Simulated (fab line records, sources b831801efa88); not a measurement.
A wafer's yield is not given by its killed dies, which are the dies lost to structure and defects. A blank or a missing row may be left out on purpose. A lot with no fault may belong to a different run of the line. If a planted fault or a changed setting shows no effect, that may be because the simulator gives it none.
Matching of chambers | flow sky130 | SKY_METAL3_ETCH_17 on rieDiel-01 has 4 sister chambers
The step etches SiO2 in C4F8/O2/Ar, stops on TiN, time 3.9 s, target depth 15 nm. 27 wafers are shown with their chamber, then 12 later ones without.

== WAFERS WITH THEIR CHAMBER ==
wafer  | chamber | oesProductAu (a.u.)
L075.1 | 3       | 0.755
L075.2 | 1       | 0.750
L075.3 | 2       | 0.760
L075.4 | 0       | 0.748
L075.5 | 0       | 0.760
L075.6 | 1       | 0.749
L076.4 | 3       | 0.763
L076.5 | 0       | 0.764
L076.6 | 3       | 0.764
L077.1 | 3       | 0.750
L077.2 | 1       | 0.743
L077.3 | 2       | 0.750
L077.4 | 0       | 0.756
L077.5 | 3       | 0.755
L077.6 | 0       | 0.745
L080.1 | 3       | 0.751
L080.2 | 0       | 0.752
L080.3 | 1       | 0.752
L080.4 | 2       | 0.760
L080.5 | 0       | 0.748
L080.6 | 1       | 0.763
L081.3 | 1       | 0.757
L081.5 | 2       | 0.743
L081.6 | 3       | 0.755
L086.1 | 1       | 0.759
L086.3 | 0       | 0.748
L086.6 | 3       | 0.755

SIGNATURES (means of the wafers above)
reading      | chamber 0 | chamber 1 | chamber 2 | chamber 3 | scatter within a chamber
oesProductAu | 0.75262   | 0.75329   | 0.75325   | 0.75600   | 0.00653
Rule: for a wafer and a chamber, the distance is found by dividing, reading by reading, the gap between the wafer's reading and the chamber's mean by the reading's scatter, squaring, summing and taking the root. The wafer belongs to the nearest chamber; if the next one is less than 2 further off, it can't be placed. The scatter: take each reading less its chamber's mean, square it, sum over the shown wafers, divide by the number of wafers less the number of chambers, and take the root.

== WAFERS WITHOUT THEIR CHAMBER ==
wafer  | oesProductAu (a.u.)
L088.2 | 0.740
L088.4 | 0.765
L088.6 | 0.754
L089.4 | 0.764
L089.5 | 0.756
L089.6 | 0.754
L092.1 | 0.738
L092.2 | 0.739
L092.6 | 0.764
L097.2 | 0.742
L097.4 | 0.756
L097.6 | 0.751

== WHICH CHAMBER EACH WENT THROUGH ==
wafer  | from the rows above               | in truth
L088.2 | can't be placed: 0 or 2 or 1 or 3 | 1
L088.4 | can't be placed: 3 or 1 or 2 or 0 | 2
L088.6 | can't be placed: 1 or 2 or 0 or 3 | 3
L089.4 | can't be placed: 3 or 1 or 2 or 0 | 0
L089.5 | can't be placed: 3 or 1 or 2 or 0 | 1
L089.6 | can't be placed: 1 or 2 or 0 or 3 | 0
L092.1 | can't be placed: 0 or 2 or 1 or 3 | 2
L092.2 | can't be placed: 0 or 2 or 1 or 3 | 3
L092.6 | can't be placed: 3 or 1 or 2 or 0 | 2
L097.2 | can't be placed: 0 or 2 or 1 or 3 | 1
L097.4 | can't be placed: 3 or 1 or 2 or 0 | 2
L097.6 | can't be placed: 0 or 2 or 1 or 3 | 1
Correct placement for 0 of the 12. Not placeable from these rows: 12 (in 12, the candidates include the true chamber). 0 placed wrongly.
